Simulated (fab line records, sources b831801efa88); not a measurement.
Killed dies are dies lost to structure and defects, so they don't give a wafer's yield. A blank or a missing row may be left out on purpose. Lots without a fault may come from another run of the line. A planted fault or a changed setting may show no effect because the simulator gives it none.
Which tool did it? | flow gf180mcu | 13 lots, 39 wafers sampled, at 2 steps of a route of 602

WHAT THE GAUGES READ, wafer by wafer
GF_MIM_THK_MEAS_06.
lot  | measured     | on            | MIM_CVD_05_THK (nm)
L646 | day 24 15:28 | film_metro-04 | 40.6 43.0 41.3
L647 | day 25 00:21 | film_metro-03 | 42.5 42.0 42.9
L648 | day 25 12:52 | film_metro-03 | 40.6 42.0 42.9
L650 | day 26 00:43 | film_metro-01 | 41.8 42.2 42.0
L651 | day 26 19:35 | film_metro-03 | 41.7 41.7 41.5
L652 | day 26 23:04 | film_metro-04 | 41.7 41.9 41.5
L653 | day 27 04:19 | film_metro-04 | 42.1 41.3 42.3
L654 | day 27 05:47 | film_metro-04 | 41.2 42.3 42.1
L656 | day 28 01:53 | film_metro-03 | 42.0 41.9 42.4
L659 | day 28 16:54 | film_metro-01 | 41.2 42.0 41.7
L666 | day 30 19:45 | film_metro-01 | 42.5 41.7 42.5
L667 | day 31 04:32 | film_metro-04 | 40.7 40.7 43.1
L668 | day 31 07:44 | film_metro-03 | 41.4 43.1 42.4

WHICH TOOL RAN EACH LOT (tool, then ch and the chambers of the sampled wafers, then the start)
lot  | GF_CONTACT_ETCH_17
L646 | rie_diel-02 ch 1,2, day 16 05:00
L647 | rie_diel-03 ch 0,2, day 16 15:00
L648 | rie_diel-03 ch 2,3, day 17 04:00
L650 | rie_diel-01 ch 2,3, day 17 18:00
L651 | rie_diel-01 ch 0,1,3, day 18 10:00
L652 | rie_diel-02 ch 1,2,3, day 18 15:00
L653 | rie_diel-01 ch 0,2, day 18 22:00
L654 | rie_diel-03 ch 0,1,3, day 19 03:00
L656 | rie_diel-03 ch 1,2,3, day 19 23:00
L659 | rie_diel-01 ch 0,1,2, day 20 23:00
L666 | rie_diel-01 ch 1,2, day 23 10:00
L667 | rie_diel-01 ch 2,3, day 23 17:00
L668 | rie_diel-01 ch 1,3, day 24 02:00
- GF_CONTACT_ETCH_17: etches SiO2 in C4F8/O2/Ar, stops on CoSi2, target depth 860 nm.

WHAT THE TOOLS THEMSELVES READ (means of the sampled wafers that have a number; where no wafer has one, the mark that the record gives instead)
GF_CONTACT_ETCH_17.
lot  | tool        | oes_product_au (a.u.) | rf_fwd_power_W (W)
L646 | rie_diel-02 | 0.816                 | 1496
L647 | rie_diel-03 | 0.811                 | 1495
L648 | rie_diel-03 | 0.817                 | 1496
L650 | rie_diel-01 | 0.812                 | 1499
L651 | rie_diel-01 | 0.819                 | 1493
L652 | rie_diel-02 | 0.811                 | 1495
L653 | rie_diel-01 | 0.813                 | 1486
L654 | rie_diel-03 | 0.813                 | 1497
L656 | rie_diel-03 | 0.815                 | 1495
L659 | rie_diel-01 | 0.813                 | 1494
L666 | rie_diel-01 | 0.820                 | 1495
L667 | rie_diel-01 | 0.812                 | 1502
L668 | rie_diel-01 | 0.814                 | 1491

THE ANSWER, worked out from the rows above alone
Rule: what is usual is taken from the lots themselves. Put in order of their means at a reading, lots are off if they are a third of the lots or fewer, leave a main group of 4 or more, and stand apart from it by a gap of 3 or more times the standard deviation of the main group's means; of several such gaps the widest counts. A main group whose means are all the same, to the digits that the tables above print for the reading, isn't used. A lot without any number at a reading at which 4 lots or more have one is off too. The other lots that the step has rows for count as sound. The gauges are gone through in route order, then the tools' own readings, and for those a lot's mean is taken as printed above. The first step at which some lot is off is used, and at that step the reading that is off furthest; a lot without a number counts as furthest.
No lot is off at any reading shown: from this, nothing can be told.

WHAT THE SIMULATOR HAD PUT IN
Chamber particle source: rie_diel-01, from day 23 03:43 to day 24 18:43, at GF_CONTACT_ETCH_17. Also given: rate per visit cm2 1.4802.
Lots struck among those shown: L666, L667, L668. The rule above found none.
